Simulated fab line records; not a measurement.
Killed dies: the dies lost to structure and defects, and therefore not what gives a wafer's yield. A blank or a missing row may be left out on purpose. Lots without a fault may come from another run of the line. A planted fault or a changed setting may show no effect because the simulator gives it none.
A single fault, viewed from 2 desks | flow sky130 | each desk holds nothing but its own numbers, with what lay behind them at the end

== FROM THE METROLOGY DESK ==
Means of the sampled wafers that have a number, per lot and without regard to the tool the lot ran on: this is what the gauges read. A lot is out of limits, marked OUT, if its mean lies more than 4 standard deviations from the usual mean; the brackets give that distance.
Columns: A = CONTACT_W_RS at SKY_CONTACT_RS_MEAS_25, usual 0.337 ohm/sq; B = cd nm at SKY_METAL1_CD_MEAS_15, usual 140.5 nm
lot  | first seen here | A     | B
L838 | day 31 23:06    | 0.340 | 140.5
L839 | day 31 23:10    | 0.342 | 144.7
L842 | day 33 09:12    | 0.335 | 141.0
L843 | day 33 20:58    | 0.335 | 137.8
L845 | day 33 21:47    | 0.341 | 140.5
L846 | day 34 05:59    | 0.342 | 142.6
L849 | day 36 00:47    | 0.337 | 144.2
L852 | day 36 21:25    | 0.337 | 138.3
L859 | day 38 18:04    | 0.334 | 158.7 (+8.7) OUT
L861 | day 38 23:55    | 0.346 | 159.8 (+9.2) OUT
This desk's verdict: out of limits on L859, L861, starting with L859 at day 39 19:25 (cd nm at SKY_METAL1_CD_MEAS_15). L838, L839, L842, L843, L845, L846, L849, L852: within limits.

== FOR THE TOOL OWNER'S DESK: krf scanner-02 ==
The tool's own readings at SKY_METAL1_EXPOSE_12 (exposes mask MM1, target cd 140 nm): means of the sampled wafers that have a number, for each lot that ran on this tool. A lot is out of limits, marked OUT, if its mean lies more than 4 standard deviations from the usual mean; the brackets give that distance.
Columns: A = exposure dose mJ cm2 at SKY_METAL1_EXPOSE_12, usual 27.983; B = focus offset nm at SKY_METAL1_EXPOSE_12, usual -0.1 nm; C = reticle temp C at SKY_METAL1_EXPOSE_12, usual 22.99 C; D = stage vel mm s at SKY_METAL1_EXPOSE_12, usual 499.99 mm/s
lot  | first seen here | A                        | B    | C     | D
L839 | day 32 13:46    | 27.985                   | -0.8 | 23.12 | 500.04
L842 | day 33 23:58    | 28.006                   | 0.0  | 22.93 | 500.13
L845 | day 34 11:17    | 27.998                   | -0.3 | 22.88 | 499.90
L859 | day 39 07:06    | 25.302 (-99 or more) OUT | -1.0 | 22.91 | 500.02
L861 | day 39 11:11    | 25.292 (-99 or more) OUT | -0.3 | 22.94 | 500.37
This desk's verdict: out of limits on L859, L861, starting with L859 at day 39 07:06 (exposure dose mJ cm2 at SKY_METAL1_EXPOSE_12). L839, L842, L845: within limits.

== PUT TOGETHER ==
At day 39 07:06, on L859, L861, the tool owner's desk was in a position to raise an alarm.
L859, L861 would have let the metrology desk raise an alarm at day 39 19:25.
All the named lots went through SKY_METAL1_EXPOSE_12 on krf scanner-02.

== WHAT WAS PUT IN BY THE SIMULATOR ==
Drift in process parameters on krf scanner-02 at SKY_METAL1_EXPOSE_12, starting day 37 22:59. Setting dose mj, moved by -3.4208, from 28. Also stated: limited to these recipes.
Lots struck among those shown: L859, L861.
Delay (hours) between the fault's onset and each desk's first out-of-limits reading: 32 at the tool owner's desk, 44 at the metrology desk.
